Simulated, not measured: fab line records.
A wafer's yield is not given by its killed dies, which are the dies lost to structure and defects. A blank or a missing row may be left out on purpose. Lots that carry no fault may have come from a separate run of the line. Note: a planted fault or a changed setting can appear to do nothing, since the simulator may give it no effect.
The same fault as seen by 2 desks :: flow sky130 :: numbers are kept per desk, each desk with only its own; the story behind them comes last

## DESK OF THE TOOL OWNER: pvd-sputter-03
The tool's own readings at SKY_METAL4_SPUTTER_03 (material Ti, target thk 5 nm, time 3.3 s): means of the sampled wafers that have a number, for each lot that ran on this tool. A lot is out of limits, marked OUT, if its mean lies more than 4 standard deviations from the usual mean; the brackets give that distance.
Columns: A = throttle-valve-pct at SKY_METAL4_SPUTTER_03, usual 29.5 %
lot: L446
first seen here: day 43 11:11
A: 30.0

lot: L457
first seen here: day 46 01:51
A: 30.1
This desk's verdict: no lot among the 2 shows anything out of limits.

## FROM THE METROLOGY DESK
What the gauges read for every lot (on any tool): the sampled wafers with a number, averaged. A lot is out of limits, marked OUT, if its mean lies more than 4 standard deviations from the usual mean; the brackets give that distance.
Columns: A = VIA3_W_RS at SKY_VIA3_RS_MEAS_22, usual 0.292 ohm/sq; B = VIA3_W_THK at SKY_VIA3_THK_MEAS_23, usual 386 nm
lot: L446
first seen here: day 43 10:38
A: 0.291
B: 391

lot: L448
first seen here: day 43 16:42
A: 0.287
B: 389

lot: L452
first seen here: day 44 19:47
A: 0.286
B: 385

lot: L453
first seen here: day 45 00:47
A: 0.300
B: 378

lot: L457
first seen here: day 46 01:18
A: 0.294
B: 378
This desk's verdict: no lot among the 5 shows anything out of limits.

## PUT TOGETHER
The desk of the tool owner found nothing out of limits.
The metrology desk saw nothing out of limits.

## WHAT THE SIMULATOR HAD INSERTED
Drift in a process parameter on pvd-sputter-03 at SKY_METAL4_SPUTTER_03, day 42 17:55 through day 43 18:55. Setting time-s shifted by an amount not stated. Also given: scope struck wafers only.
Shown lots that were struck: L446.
